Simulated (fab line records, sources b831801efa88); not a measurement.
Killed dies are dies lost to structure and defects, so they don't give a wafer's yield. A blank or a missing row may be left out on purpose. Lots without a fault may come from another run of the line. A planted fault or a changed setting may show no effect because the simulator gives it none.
fab line records | flow sky130
record lots=5 wafers=15 last_day=48
route steps=708 shown NWELL@62 PWDE@84 VT_ADJUST_HVTP@85
lots that met no fault: from a run of the same line without faults
start_h: hours from the record's first day to the start of the lot's first wafer shown | wait_h: hours since the lot's step before | " the same as in the row above | L1.1+2: a row that stands for several wafers | - no value, or no start given | * or withheld: withheld | < > ~ a bound
route shown NAME@n: a module of which the file shows steps, and the number in the route of the first | usual: mean/standard deviation of fault-free wafers | same: alike in all rows | chamber/n: place in a boat | sites: the reading at each site | _std_site: their standard deviation | _edge_site: outer sites' mean less inner sites' | radius_mm: how far each site lies from the wafer's centre | mask NAME#n: copy n | behind: the tool/chamber that last shaped the wafer | hold: why the lot was held/for how many hours/how that ended | device: the transistor (n, p or np) that didn't switch | end of line: the same wafers' tests at the end of the route | a step without rows: its recipe alone | killed: dies lost to structure and defects at the first sort, not the wafer's yield | map: a wafer's dies, x killed, . not, _ none there
set.NAME: the setting as run; set.NAME@STEP: as run at that earlier step | model.NAME: the simulator's own value behind a step, which no gauge read
lots at some steps of the route; a table a step, a row a wafer
services: from which hour (start_h, from the record's first day; less than 0 if before it) a tool's chamber was out of use, for how many hours, and why
## steps
# step SKY_NWELL_DEVELOP_09
# recipe wall_angle_deg=90 developer=TMAH develop_time_s=60 dev_temp_c=23
# usual resist_line_temp_C=23.03/0.11
# columns lot.wafer tool chamber start_h wait_h resist_line_temp_C
L074.1 litho_track-03 0 - - 22.99
L074.3 " 0 " " 22.96
L074.6 " 0 " " 23.07
L076.2 litho_track-04 0 - - 23.20
L076.4 " 0 " " 23.15
L076.5 " 0 " " 23.05
L077.2 litho_track-01 0 - - 23.10
L077.3 " 0 " " 22.98
L077.4 " 0 " " 23.07
L084.3 litho_track-04 0 - - 23.03
L084.4 " 0 " " 23.06
L084.6 " 0 " " 23.11
L088.1 litho_track-01 0 - - 23.19
L088.3 " 0 " " 23.22
L088.6 " 0 " " 23.07
# step SKY_NWELL_OVL_MEAS_10
# usual NWELL_00_OVL=0.6/1.7
# columns lot.wafer tool chamber start_h wait_h NWELL_00_OVL[nm]
L074.1 overlay-01 - 82.85 - 1.5
L074.3 " - " " 0.1
L074.6 " - " " -0.1
L076.2 overlay-02 - 97.54 - 1.4
L076.4 " - " " 0.5
L076.5 " - " " 0.6
L077.2 overlay-01 - 99.80 - 3.1
L077.3 " - " " 1.8
L077.4 " - " " 1.1
L084.3 overlay-02 - 142.45 - 1.0
L084.4 " - " " 0.9
L084.6 " - " " -1.5
L088.1 overlay-01 - 169.99 - -0.9
L088.3 " - " " -1.7
L088.6 " - " " -0.1
# step SKY_NWELL_IMPLANT_11
# recipe species=P energy_kev=400 dose_cm2=1.9e+13 tilt_deg=withheld
# usual beam_on_s=10.01/0.2
# columns lot.wafer tool chamber start_h wait_h beam_on_s
L074.1 implanter-04 0 82.89 0.0 9.92
L074.3 " 0 " " 10.06
L074.6 " 0 " " 10.13
L076.2 implanter-04 0 97.60 0.0 9.81
L076.4 " 0 " " 9.90
L076.5 " 0 " " 10.01
L077.2 implanter-04 0 99.86 0.0 9.92
L077.3 " 0 " " 9.95
L077.4 " 0 " " 10.28
L084.3 implanter-03 0 142.52 0.1 10.17
L084.4 " 0 " " 10.06
L084.6 " 0 " " 9.93
L088.1 implanter-03 0 170.03 0.0 9.84
L088.3 " 0 " " 10.04
L088.6 " 0 " " 10.10
# step SKY_NWELL_IMPLANT_12
# recipe species=P energy_kev=120 dose_cm2=1.3e+12 tilt_deg=withheld
# usual beam_on_s=10.02/0.2
# columns lot.wafer tool chamber start_h wait_h beam_on_s
L074.1 implanter-04 0 83.04 0.1 10.05
L074.3 " 0 " " 9.97
L074.6 " 0 " " 9.95
L076.2 implanter-04 0 97.75 0.1 10.07
L076.4 " 0 " " 9.76
L076.5 " 0 " " 9.75
L077.2 implanter-04 0 100.01 0.1 10.09
L077.3 " 0 " " 9.88
L077.4 " 0 " " 9.85
L084.3 implanter-03 0 142.67 0.1 9.90
L084.4 " 0 " " 10.08
L084.6 " 0 " " 9.73
L088.1 implanter-03 0 170.18 0.1 9.98
L088.3 " 0 " " 9.85
L088.6 " 0 " " 10.07
# step SKY_NWELL_IMPLANT_13
# recipe species=P energy_kev=50 dose_cm2=7e+11 tilt_deg=withheld
# usual beam_on_s=10.00/0.22
# columns lot.wafer tool chamber start_h wait_h beam_on_s
L074.1 implanter-04 0 83.19 0.1 10.04
L074.3 " 0 " " 10.32
L074.6 " 0 " " 9.76
L076.2 implanter-04 0 97.90 0.1 10.01
L076.4 " 0 " " 10.09
L076.5 " 0 " " 10.03
L077.2 implanter-04 0 100.16 0.1 9.93
L077.3 " 0 " " 10.26
L077.4 " 0 " " 10.04
L084.3 implanter-03 0 142.82 0.1 10.10
L084.4 " 0 " " 9.98
L084.6 " 0 " " 10.26
L088.1 implanter-03 0 170.33 0.1 10.30
L088.3 " 0 " " 9.80
L088.6 " 0 " " 10.07
# step SKY_NWELL_STRIP_14
# recipe chemistry=O2/N2 power_w=1400 pressure_mtorr=1500 platen_temp_c=withheld o2_flow_sccm=3000 n2_flow_sccm=300 overash_fraction=0.5
# usual drypump_motor_current_A=5.8/0.52 oes_product_au=0.722/0.0046 strip_time_to_endpoint_s=36.93/0.11
# same overash_fraction=0.5
# columns lot.wafer tool chamber start_h wait_h drypump_motor_current_A oes_product_au rf_hours_counter_h strip_time_to_endpoint_s
L074.1 plasma_asher-01 0 83.34 0.1 5.7 0.722 40 37.04
L074.3 " 0 " " 5.8 0.722 - 36.91
L074.6 " 1 " " 6.5 0.721 - 36.87
L076.2 plasma_asher-01 0 98.02 0.1 5.7 0.723 41 36.75
L076.4 " 1 " " 6.5 0.725 - 36.82
L076.5 " 0 " " 5.7 0.725 - 36.78
L077.2 plasma_asher-01 1 100.28 0.1 6.6 0.723 42 37.02
L077.3 " 1 " " 6.5 0.727 - 37.05
L077.4 " 0 " " 5.7 0.732 - 37.03
L084.3 plasma_asher-02 1 142.96 0.1 5.5 0.718 - 36.77
L084.4 " 0 " " 5.2 0.718 - 36.67
L084.6 " 0 " " 5.2 0.721 - 36.78
L088.1 plasma_asher-01 0 170.48 0.1 5.7 0.720 6 37.07
L088.3 " 1 " " 6.5 0.724 - 36.91
L088.6 " 0 " " 5.7 0.724 - 37.03
# step SKY_NWELL_TW_MEAS_15
# usual NWELL_TW=1827/7
# columns lot.wafer tool chamber start_h wait_h NWELL_TW
L074.1 film_metro-02 - 83.44 0.1 1825
L074.3 " - " " 1832
L074.6 " - " " 1825
L076.2 film_metro-01 - 98.13 0.1 1823
L076.4 " - " " 1813
L076.5 " - " " 1833
L077.2 film_metro-02 - 100.39 0.1 1821
L077.3 " - " " 1815
L077.4 " - " " 1823
L084.3 film_metro-02 - 143.04 0.1 1833
L084.4 " - " " 1837
L084.6 " - " " 1836
L088.1 film_metro-01 - 170.58 0.1 1828
L088.3 " - " " 1832
L088.6 " - " " 1842
# step SKY_NWELL_DEHYDRATE_16
# recipe temp_c=200 time_s=60
# usual heater_power_total_W=160.37/0.12 resist_line_temp_C=23.01/0.11
# columns lot.wafer tool chamber start_h wait_h heater_power_total_W resist_line_temp_C
L074.1 litho_track-04 0 91.69 8.2 160.58 23.04
L074.3 " 0 " " 160.40 23.08
L074.6 " 0 " " 160.39 22.92
L076.2 litho_track-03 0 106.48 8.3 160.17 22.78
L076.4 " 0 " " 160.48 22.89
L076.5 " 0 " " 160.46 22.96
L077.2 litho_track-01 0 108.47 8.1 160.43 23.05
L077.3 " 0 " " 160.39 23.20
L077.4 " 0 " " 160.43 22.97
L084.3 litho_track-04 0 152.49 9.4 160.46 23.16
L084.4 " 0 " " 160.38 23.02
L084.6 " 0 " " 160.34 22.97
L088.1 litho_track-01 0 180.39 9.8 160.37 22.81
L088.3 " 0 " " 160.33 23.04
L088.6 " 0 " " 160.25 23.02
# step SKY_NWELL_HMDS_17
# recipe prime_time_s=60 prime_temp_c=120
# usual resist_line_temp_C=23.01/0.11
# columns lot.wafer tool chamber start_h wait_h resist_line_temp_C
L074.1 litho_track-04 0 91.84 0.1 23.08
L074.3 " 0 " " 22.98
L074.6 " 0 " " 23.03
L076.2 litho_track-03 0 106.63 0.1 22.83
L076.4 " 0 " " 22.82
L076.5 " 0 " " 22.86
L077.2 litho_track-01 0 108.62 0.1 23.05
L077.3 " 0 " " 23.03
L077.4 " 0 " " 23.04
L084.3 litho_track-04 0 152.64 0.1 23.12
L084.4 " 0 " " 22.87
L084.6 " 0 " " 22.92
L088.1 litho_track-01 0 180.54 0.1 23.00
L088.3 " 0 " " 23.08
L088.6 " 0 " " 22.95
# step SKY_NWELL_COAT_18
# recipe spin_rpm=2000 resist_thk_nm=3000
# usual resist_line_temp_C=22.97/0.11
# columns lot.wafer tool chamber start_h wait_h resist_line_temp_C
L074.1 litho_track-04 0 91.99 0.1 22.96
L074.3 " 0 " " 23.15
L074.6 " 0 " " 23.08
L076.2 litho_track-03 0 106.78 0.1 22.87
L076.4 " 0 " " 22.84
L076.5 " 0 " " 22.81
L077.2 litho_track-01 0 108.77 0.1 22.89
L077.3 " 0 " " 22.94
L077.4 " 0 " " 22.82
L084.3 litho_track-04 0 152.79 0.1 23.10
L084.4 " 0 " " 23.13
L084.6 " 0 " " 22.96
L088.1 litho_track-01 0 180.69 0.1 22.77
L088.3 " 0 " " 23.00
L088.6 " 0 " " 22.97
# step SKY_NWELL_SOFTBAKE_19
# recipe temp_c=110 time_s=withheld
# usual heater_power_total_W=65.31/0.14 resist_line_temp_C=22.98/0.12
# columns lot.wafer tool chamber start_h wait_h heater_power_total_W resist_line_temp_C
L074.1 litho_track-04 0 92.14 0.1 65.28 22.83
L074.3 " 0 " " 65.29 23.02
L074.6 " 0 " " 65.39 23.07
L076.2 litho_track-03 0 106.93 0.1 65.53 22.97
L076.4 " 0 " " 65.33 23.06
L076.5 " 0 " " 65.43 23.26
L077.2 litho_track-01 0 108.93 0.1 65.14 22.80
L077.3 " 0 " " 65.28 23.09
L077.4 " 0 " " 65.35 22.86
L084.3 litho_track-04 0 152.95 0.1 65.46 23.25
L084.4 " 0 " " 65.44 23.09
L084.6 " 0 " " 65.36 23.13
L088.1 litho_track-01 0 180.84 0.1 65.45 22.89
L088.3 " 0 " " 65.20 22.98
L088.6 " 0 " " 65.45 23.07
# step SKY_NWELL_EXPOSE_20
# recipe mask_id=NWM_COMPLEMENT na=0.6 source_shape=conventional sigma_outer=0.6 polarization=unpolarized target_cd_nm=840 dose_mj=260
# columns lot.wafer tool chamber start_h wait_h mask
L074.1+3+6 iline_stepper-01 0 - - NWM_COMPLEMENT#0
L076.2+4+5 iline_stepper-01 0 - - NWM_COMPLEMENT#0
L077.2+3+4 iline_stepper-01 0 - - NWM_COMPLEMENT#0
L084.3+4+6 iline_stepper-02 0 - - NWM_COMPLEMENT#0
L088.1+3+6 iline_stepper-01 0 - - NWM_COMPLEMENT#0
# step SKY_NWELL_PEB_21
# recipe temp_c=115 time_s=withheld
# usual heater_power_total_W=69.34/0.13 resist_line_temp_C=23.00/0.11
# columns lot.wafer tool chamber start_h wait_h heater_power_total_W resist_line_temp_C
L074.1 litho_track-03 0 - - 69.27 23.01
L074.3 " 0 " " 69.41 22.96
L074.6 " 0 " " 69.22 23.09
L076.2 litho_track-01 0 - - 69.44 23.00
L076.4 " 0 " " 69.33 23.02
L076.5 " 0 " " 69.36 23.05
L077.2 litho_track-01 0 - - 69.36 23.12
L077.3 " 0 " " 69.58 22.96
L077.4 " 0 " " 69.45 23.05
L084.3 litho_track-01 0 - - 69.53 22.78
L084.4 " 0 " " 69.15 22.84
L084.6 " 0 " " 69.39 22.81
L088.1 litho_track-03 0 - - 69.54 22.96
L088.3 " 0 " " 69.24 23.17
L088.6 " 0 " " 69.12 22.98
# step SKY_NWELL_DEVELOP_22
# recipe wall_angle_deg=90 developer=TMAH develop_time_s=60 dev_temp_c=23
# usual resist_line_temp_C=23.00/0.1
# columns lot.wafer tool chamber start_h wait_h resist_line_temp_C
L074.1 litho_track-03 0 - - 22.95
L074.3 " 0 " " 22.99
L074.6 " 0 " " 23.06
L076.2 litho_track-01 0 - - 23.07
L076.4 " 0 " " 22.97
L076.5 " 0 " " 22.75
L077.2 litho_track-01 0 - - 23.12
L077.3 " 0 " " 22.99
L077.4 " 0 " " 23.17
L084.3 litho_track-01 0 - - 22.98
L084.4 " 0 " " 23.08
L084.6 " 0 " " 22.82
L088.1 litho_track-03 0 - - 23.04
L088.3 " 0 " " 22.80
L088.6 " 0 " " 22.75
# step SKY_NWELL_OVL_MEAS_23
# usual NWELL_01_OVL=0.1/1.3
# columns lot.wafer tool chamber start_h wait_h NWELL_01_OVL[nm]
L074.1 overlay-01 - 100.60 - 0.4
L074.3 " - " " 1.1
L074.6 " - " " 0.5
L076.2 overlay-01 - 115.55 - 0.8
L076.4 " - " " 0.5
L076.5 " - " " 0.5
L077.2 overlay-02 - 117.85 - 0.6
L077.3 " - " " -1.1
L077.4 " - " " 1.5
L084.3 overlay-02 - 162.46 - 0.7
L084.4 " - " " -0.6
L084.6 " - " " 1.0
L088.1 overlay-01 - 191.70 - 0.0
L088.3 " - " " 0.6
L088.6 " - " " 0.1
# step SKY_NWELL_IMPLANT_24
# recipe species=B energy_kev=140 dose_cm2=9.2e+12 tilt_deg=withheld
# usual beam_on_s=10.02/0.2
# columns lot.wafer tool chamber start_h wait_h beam_on_s
L074.1 implanter-03 0 100.64 0.0 10.29
L074.3 " 0 " " 9.58
L074.6 " 0 " " 10.16
L076.2 implanter-03 0 115.61 0.0 10.27
L076.4 " 0 " " 10.03
L076.5 " 0 " " 9.95
L077.2 implanter-03 0 117.91 0.0 9.89
L077.3 " 0 " " 10.09
L077.4 " 0 " " 9.83
L084.3 implanter-04 0 162.53 0.1 9.95
L084.4 " 0 " " 10.12
L084.6 " 0 " " 10.10
L088.1 implanter-03 0 191.74 0.0 9.85
L088.3 " 0 " " 10.08
L088.6 " 0 " " 10.24
# step SKY_NWELL_STRIP_25
# recipe chemistry=O2/N2 power_w=1400 pressure_mtorr=1500 platen_temp_c=withheld o2_flow_sccm=3000 n2_flow_sccm=300 overash_fraction=0.5
# usual drypump_motor_current_A=5.8/0.51 oes_product_au=0.723/0.0048 strip_time_to_endpoint_s=36.94/0.096
# same overash_fraction=0.5
# columns lot.wafer tool chamber start_h wait_h drypump_motor_current_A oes_product_au rf_hours_counter_h strip_time_to_endpoint_s
L074.1 plasma_asher-01 1 100.79 0.1 6.5 0.722 42 36.97
L074.3 " 0 " " 5.7 0.725 - 37.12
L074.6 " 0 " " 5.7 0.724 - 37.09
L076.2 plasma_asher-02 1 115.73 0.1 5.5 0.714 43 37.01
L076.4 " 0 " " 5.2 0.718 - 37.00
L076.5 " 1 " " 5.5 0.722 - 37.02
L077.2 plasma_asher-01 0 118.03 0.1 5.7 0.725 0 37.04
L077.3 " 1 " " 6.5 0.721 - 37.11
L077.4 " 0 " " 5.7 0.717 - 36.99
L084.3 plasma_asher-01 1 162.66 0.1 6.5 0.729 - 36.89
L084.4 " 0 " " 5.7 0.721 - 36.82
L084.6 " 0 " " 5.7 0.719 - 36.83
L088.1 plasma_asher-01 1 191.89 0.1 6.5 0.719 8 37.08
L088.3 " 0 " " 5.7 0.723 - 37.05
L088.6 " 1 " " 6.6 0.721 - 37.04
# step SKY_NWELL_TW_MEAS_26
# usual NWELL_2_TW=498.5/2.3
# columns lot.wafer tool chamber start_h wait_h NWELL_2_TW
L074.1 film_metro-02 - 100.89 0.1 499.5
L074.3 " - " " 500.1
L074.6 " - " " 498.8
L076.2 film_metro-02 - 115.84 0.1 501.4
L076.4 " - " " 496.2
L076.5 " - " " 499.9
L077.2 film_metro-02 - 118.14 0.1 498.1
L077.3 " - " " 495.4
L077.4 " - " " 498.5
L084.3 film_metro-03 - 162.75 0.1 497.8
L084.4 " - " " 497.3
L084.6 " - " " 495.1
L088.1 film_metro-03 - 191.99 0.1 503.6
L088.3 " - " " 496.4
L088.6 " - " " 497.8
# step SKY_NWELL_CLEAN_27
# recipe chemistry=SC1/SC2 mix=1:4:20 temp_c=70 time_s=150 dry=n2_spin
# columns lot.wafer tool chamber start_h wait_h
L074.1+3+6 wet_bench-03 0 100.95 0.1
L076.2+4+5 wet_bench-01 0 115.89 0.0
L077.2+3+4 wet_bench-01 2 118.19 0.0
L084.3+4+6 wet_bench-01 0 162.79 0.0
L088.1+3+6 wet_bench-03 1 192.05 0.1
# step SKY_NWELL_RTA_28
# recipe temp_c=1050 time_s=30 idle_temp_c=650 ramp_up_c_per_s=150 ramp_down_c_per_s=90 ambient=N2
# usual lamp_power_pct=25.31/0.059 wafer_temp_C_max=1055.0/1.1
# columns lot.wafer tool chamber start_h wait_h lamp_power_pct wafer_temp_C_max
L074.1 rtp_anneal-02 0 101.00 0.0 25.29 1055.4
L074.3 " 0 " " 25.16 1054.8
L074.6 " 0 " " 25.44 1055.5
L076.2 rtp_anneal-02 0 115.96 0.0 25.28 1056.4
L076.4 " 0 " " 25.34 1054.9
L076.5 " 0 " " 25.36 1052.7
L077.2 rtp_anneal-01 0 118.26 0.0 25.39 1054.6
L077.3 " 0 " " 25.37 1055.2
L077.4 " 0 " " 25.30 1055.4
L084.3 rtp_anneal-02 0 162.87 0.0 25.18 1054.4
L084.4 " 0 " " 25.29 1056.9
L084.6 " 0 " " 25.32 1054.9
L088.1 rtp_anneal-01 0 192.10 0.0 25.32 1054.9
L088.3 " 0 " " 25.27 1055.6
L088.6 " 0 " " 25.29 1054.7
# step SKY_NWELL_RS_MEAS_29
# recipe thk_meas_gauge=four-point-probe
# usual NWELL_RS=624.9/2
# columns lot.wafer tool chamber start_h wait_h NWELL_RS[ohm/sq]
L074.1 film_metro-02 - 101.10 0.1 623.3
L074.3 " - " " 622.1
L074.6 " - " " 623.0
L076.2 film_metro-03 - 116.06 0.1 625.8
L076.4 " - " " 626.5
L076.5 " - " " 624.7
L077.2 film_metro-01 - 118.37 0.1 624.7
L077.3 " - " " 624.8
L077.4 " - " " 626.7
L084.3 film_metro-01 - 162.98 0.1 624.2
L084.4 " - " " 626.1
L084.6 " - " " 626.0
L088.1 film_metro-01 - 192.20 0.1 621.5
L088.3 " - " " 620.2
L088.6 " - " " 619.2
# step SKY_NWELL_RS_MEAS_31
# recipe thk_meas_gauge=four-point-probe
# usual PWDE_RS=5278/16
# columns lot.wafer tool chamber start_h wait_h PWDE_RS[ohm/sq]
L074.1 film_metro-02 - 101.34 0.1 5286
L074.3 " - " " 5268
L074.6 " - " " 5278
L076.2 film_metro-03 - 116.30 0.1 5261
L076.4 " - " " 5262
L076.5 " - " " 5247
L077.2 film_metro-01 - 118.61 0.1 5303
L077.3 " - " " 5301
L077.4 " - " " 5289
L084.3 film_metro-01 - 163.22 0.1 5271
L084.4 " - " " 5280
L084.6 " - " " 5293
L088.1 film_metro-01 - 192.44 0.1 5288
L088.3 " - " " 5287
L088.6 " - " " 5249
# step SKY_VT_ADJUST_HVTP_DEHYDRATE_00
# recipe temp_c=200 time_s=60
# usual heater_power_total_W=160.36/0.14 resist_line_temp_C=23.00/0.12
# columns lot.wafer tool chamber start_h wait_h heater_power_total_W resist_line_temp_C
L074.1 litho_track-04 0 109.99 8.6 160.15 22.99
L074.3 " 0 " " 160.62 22.99
L074.6 " 0 " " 160.28 23.00
L076.2 litho_track-04 0 124.66 8.3 160.39 22.92
L076.4 " 0 " " 160.28 22.98
L076.5 " 0 " " 160.34 22.75
L077.2 litho_track-02 0 126.69 8.1 160.16 23.10
L077.3 " 0 " " 160.30 23.22
L077.4 " 0 " " 160.39 22.89
L084.3 litho_track-02 0 173.16 9.9 160.39 22.78
L084.4 " 0 " " 160.55 22.96
L084.6 " 0 " " 160.34 23.07
L088.1 litho_track-03 0 202.80 10.3 160.55 22.96
L088.3 " 0 " " 160.56 22.87
L088.6 " 0 " " 160.58 22.93
# step SKY_VT_ADJUST_HVTP_HMDS_01
# recipe prime_time_s=60 prime_temp_c=120
# usual resist_line_temp_C=23.01/0.1
# columns lot.wafer tool chamber start_h wait_h resist_line_temp_C
L074.1 litho_track-04 0 110.14 0.1 22.94
L074.3 " 0 " " 22.96
L074.6 " 0 " " 22.98
L076.2 litho_track-04 0 124.81 0.1 22.91
L076.4 " 0 " " 23.00
L076.5 " 0 " " 23.02
L077.2 litho_track-02 0 126.84 0.1 23.07
L077.3 " 0 " " 22.97
L077.4 " 0 " " 22.87
L084.3 litho_track-02 0 173.31 0.1 22.89
L084.4 " 0 " " 23.06
L084.6 " 0 " " 23.07
L088.1 litho_track-03 0 202.95 0.1 23.00
L088.3 " 0 " " 22.95
L088.6 " 0 " " 22.79
# step SKY_VT_ADJUST_HVTP_COAT_02
# recipe resist=NOVOLAK spin_rpm=3000 resist_thk_nm=1140
# usual resist_line_temp_C=22.99/0.11
# columns lot.wafer tool chamber start_h wait_h resist_line_temp_C
L074.1 litho_track-04 0 110.29 0.1 22.89
L074.3 " 0 " " 22.90
L074.6 " 0 " " 23.07
L076.2 litho_track-04 0 124.96 0.1 23.15
L076.4 " 0 " " 23.07
L076.5 " 0 " " 23.00
L077.2 litho_track-02 0 126.99 0.1 23.04
L077.3 " 0 " " 22.91
L077.4 " 0 " " 23.00
L084.3 litho_track-02 0 173.46 0.1 23.00
L084.4 " 0 " " 23.01
L084.6 " 0 " " 23.04
L088.1 litho_track-03 0 203.10 0.1 22.98
L088.3 " 0 " " 23.06
L088.6 " 0 " " 22.94
# step SKY_VT_ADJUST_HVTP_SOFTBAKE_03
# recipe temp_c=90 time_s=60 resist=NOVOLAK
# usual heater_power_total_W=56.60/0.039 resist_line_temp_C=23.00/0.1
# columns lot.wafer tool chamber start_h wait_h heater_power_total_W resist_line_temp_C
L074.1 litho_track-04 0 110.44 0.1 56.62 22.86
L074.3 " 0 " " 56.61 23.13
L074.6 " 0 " " 56.65 22.99
L076.2 litho_track-04 0 125.11 0.1 56.56 23.11
L076.4 " 0 " " 56.57 22.97
L076.5 " 0 " " 56.61 22.98
L077.2 litho_track-02 0 127.14 0.1 56.53 22.88
L077.3 " 0 " " 56.67 22.97
L077.4 " 0 " " 56.64 22.94
L084.3 litho_track-02 0 173.61 0.1 56.54 23.11
L084.4 " 0 " " 56.59 23.07
L084.6 " 0 " " 56.57 23.11
L088.1 litho_track-03 0 203.25 0.1 56.51 23.13
L088.3 " 0 " " 56.59 22.98
L088.6 " 0 " " 56.59 23.07
# step SKY_VT_ADJUST_HVTP_EXPOSE_04
# recipe mask_id=HVTPM na=0.6 source_shape=conventional sigma_outer=0.6 polarization=unpolarized target_cd_nm=380 dose_mj=140
# columns lot.wafer tool chamber start_h wait_h mask
L074.1+3+6 iline_stepper-01 0 - - HVTPM#0
L076.2+4+5 iline_stepper-01 0 - - HVTPM#0
L077.2+3+4 iline_stepper-01 0 - - HVTPM#0
L084.3+4+6 iline_stepper-01 0 - - HVTPM#0
L088.1+3+6 iline_stepper-02 0 - - HVTPM#0
# step SKY_VT_ADJUST_HVTP_PEB_05
# recipe temp_c=withheld time_s=* resist=NOVOLAK
# usual resist_line_temp_C=*
# columns lot.wafer tool chamber start_h wait_h resist_line_temp_C
L074.1 litho_track-02 0 - - *
L074.3 " 0 " " *
L074.6 " 0 " " *
L076.2 litho_track-02 0 - - *
L076.4 " 0 " " *
L076.5 " 0 " " *
L077.2 litho_track-02 0 - - *
L077.3 " 0 " " *
L077.4 " 0 " " *
L084.3 litho_track-04 0 - - *
L084.4 " 0 " " *
L084.6 " 0 " " *
L088.1 litho_track-04 0 - - *
L088.3 " 0 " " *
L088.6 " 0 " " *
# step SKY_VT_ADJUST_HVTP_DEVELOP_06
# recipe resist=NOVOLAK developer=TMAH develop_time_s=60 dev_temp_c=23
# usual resist_line_temp_C=22.99/0.12
# columns lot.wafer tool chamber start_h wait_h resist_line_temp_C
L074.1 litho_track-02 0 118.76 0.1 23.00
L074.3 " 0 " " 22.86
L074.6 " 0 " " 23.01
L076.2 litho_track-02 0 134.39 0.1 22.89
L076.4 " 0 " " 23.03
L076.5 " 0 " " 22.84
L077.2 litho_track-02 0 135.89 0.1 22.92
L077.3 " 0 " " 22.77
L077.4 " 0 " " 22.94
L084.3 litho_track-04 0 183.04 0.1 22.88
L084.4 " 0 " " 22.85
L084.6 " 0 " " 22.92
L088.1 litho_track-04 0 213.84 0.1 23.17
L088.3 " 0 " " 23.08
L088.6 " 0 " " 23.14
# step SKY_VT_ADJUST_HVTP_CD_MEAS_07
# recipe target_cd_nm=380
# usual cd_nm=379.5/2.5
# columns lot.wafer tool chamber start_h wait_h cd_nm
L074.1 cd_sem-01 - 118.91 0.1 380.5
L074.3 " - " " 381.1
L074.6 " - " " 382.9
L076.2 cd_sem-02 - 134.64 0.2 379.7
L076.4 " - " " 379.0
L076.5 " - " " 377.6
L077.2 cd_sem-01 - 136.03 0.1 382.5
L077.3 " - " " 380.5
L077.4 " - " " 381.6
L084.3 cd_sem-01 - 183.18 0.1 377.5
L084.4 " - " " 376.1
L084.6 " - " " 378.7
L088.1 cd_sem-02 - 213.99 0.1 380.6
L088.3 " - " " 380.8
L088.6 " - " " 383.2
# step SKY_VT_ADJUST_HVTP_OVL_MEAS_08
# usual VT_ADJUST_HVTP_OVL=0.0/1.5
# columns lot.wafer tool chamber start_h wait_h VT_ADJUST_HVTP_OVL[nm]
L074.1 overlay-02 - 119.03 0.1 -1.8
L074.3 " - " " -0.4
L074.6 " - " " -1.1
L076.2 overlay-02 - 134.75 0.1 -1.7
L076.4 " - " " -0.3
L076.5 " - " " 0.1
L077.2 overlay-01 - 136.14 0.1 1.1
L077.3 " - " " 1.5
L077.4 " - " " -0.1
L084.3 overlay-02 - 183.27 0.1 -0.6
L084.4 " - " " 0.0
L084.6 " - " " -1.5
L088.1 overlay-01 - 214.11 0.1 1.4
L088.3 " - " " 1.2
L088.6 " - " " -0.5
# step SKY_VT_ADJUST_HVTP_IMPLANT_09
# recipe species=As energy_kev=150 dose_cm2=4.3e+12 tilt_deg=withheld
# usual beam_on_s=9.99/0.21
# columns lot.wafer tool chamber start_h wait_h beam_on_s
L074.1 implanter-01 0 119.07 0.0 10.00
L074.3 " 0 " " 10.21
L074.6 " 0 " " 9.89
L076.2 implanter-04 0 134.80 0.0 10.19
L076.4 " 0 " " 10.23
L076.5 " 0 " " 10.20
L077.2 implanter-01 0 136.19 0.0 9.95
L077.3 " 0 " " 9.69
L077.4 " 0 " " 9.78
L084.3 implanter-01 0 183.34 0.1 9.89
L084.4 " 0 " " 9.37
L084.6 " 0 " " 10.58
L088.1 implanter-01 0 214.14 0.0 10.14
L088.3 " 0 " " 10.06
L088.6 " 0 " " 10.12
# step SKY_VT_ADJUST_HVTP_STRIP_10
# recipe chemistry=O2/N2 power_w=1400 pressure_mtorr=1500 platen_temp_c=withheld o2_flow_sccm=3000 n2_flow_sccm=300 overash_fraction=0.5
# usual drypump_motor_current_A=5.8/0.43 oes_product_au=0.715/0.0048 strip_time_to_endpoint_s=14.18/0.046
# same overash_fraction=0.5
# columns lot.wafer tool chamber start_h wait_h drypump_motor_current_A oes_product_au rf_hours_counter_h strip_time_to_endpoint_s
L074.1 plasma_asher-04 0 119.22 0.1 6.3 0.709 30 14.23
L074.3 " 1 " " 5.1 0.713 - 14.17
L074.6 " 1 " " 5.2 0.717 - 14.18
L076.2 plasma_asher-04 0 134.93 0.1 6.3 0.708 32 14.12
L076.4 " 1 " " 5.2 0.718 - 14.13
L076.5 " 1 " " 5.1 0.719 - 14.17
L077.2 plasma_asher-03 1 136.32 0.1 6.0 0.711 46 14.24
L077.3 " 0 " " 6.0 0.705 - 14.27
L077.4 " 1 " " 6.0 0.719 - 14.20
L084.3 plasma_asher-03 1 183.48 0.1 6.0 0.705 - 14.14
L084.4 " 0 " " 6.0 0.717 - 14.20
L084.6 " 0 " " 6.0 0.714 - 14.20
L088.1 plasma_asher-03 0 214.29 0.1 6.0 0.712 54 14.19
L088.3 " 1 " " 6.0 0.722 - 14.25
L088.6 " 0 " " 6.0 0.715 - 14.16
# step SKY_VT_ADJUST_HVTP_TW_MEAS_11
# usual VT_ADJUST_HVTP_TW=1366/7.6
# columns lot.wafer tool chamber start_h wait_h VT_ADJUST_HVTP_TW
L074.1 film_metro-04 - 119.32 0.1 1388
L074.3 " - " " 1388
L074.6 " - " " 1389
L076.2 film_metro-02 - 135.04 0.1 1371
L076.4 " - " " 1357
L076.5 " - " " 1366
L077.2 film_metro-04 - 136.43 0.1 1373
L077.3 " - " " 1375
L077.4 " - " " 1376
L084.3 film_metro-01 - 183.56 0.1 1362
L084.4 " - " " 1360
L084.6 " - " " 1364
L088.1 film_metro-04 - 214.39 0.1 1364
L088.3 " - " " 1352
L088.6 " - " " 1358
## services
# columns tool chamber start_h hours kind
iline_stepper-01 - 61.22 10.8 repair
iline_stepper-02 - 83.44 1.7 pm
plasma_asher-01 - 108.75 9.0 pm
plasma_asher-01 0 108.75 9.0 vent_cycle
plasma_asher-01 1 108.75 9.0 vent_cycle
plasma_asher-01 0 117.75 - clean
plasma_asher-01 1 117.75 - clean
wet_bench-03 - 121.43 1.0 repair
plasma_asher-02 - 126.81 15.6 pm
rtp_anneal-02 - 139.25 1.2 pm
implanter-04 - 149.88 2.0 repair
plasma_asher-02 - 157.61 2.8 pm
plasma_asher-02 - 160.36 28.1 pm
iline_stepper-01 - 161.86 1.7 pm
iline_stepper-02 - 167.94 8.9 pm
plasma_asher-03 - 186.75 3.2 repair
rtp_anneal-01 - 196.65 5.4 pm
implanter-04 - 198.79 11.5 repair
plasma_asher-02 - 213.69 0.7 repair
## key
fault none
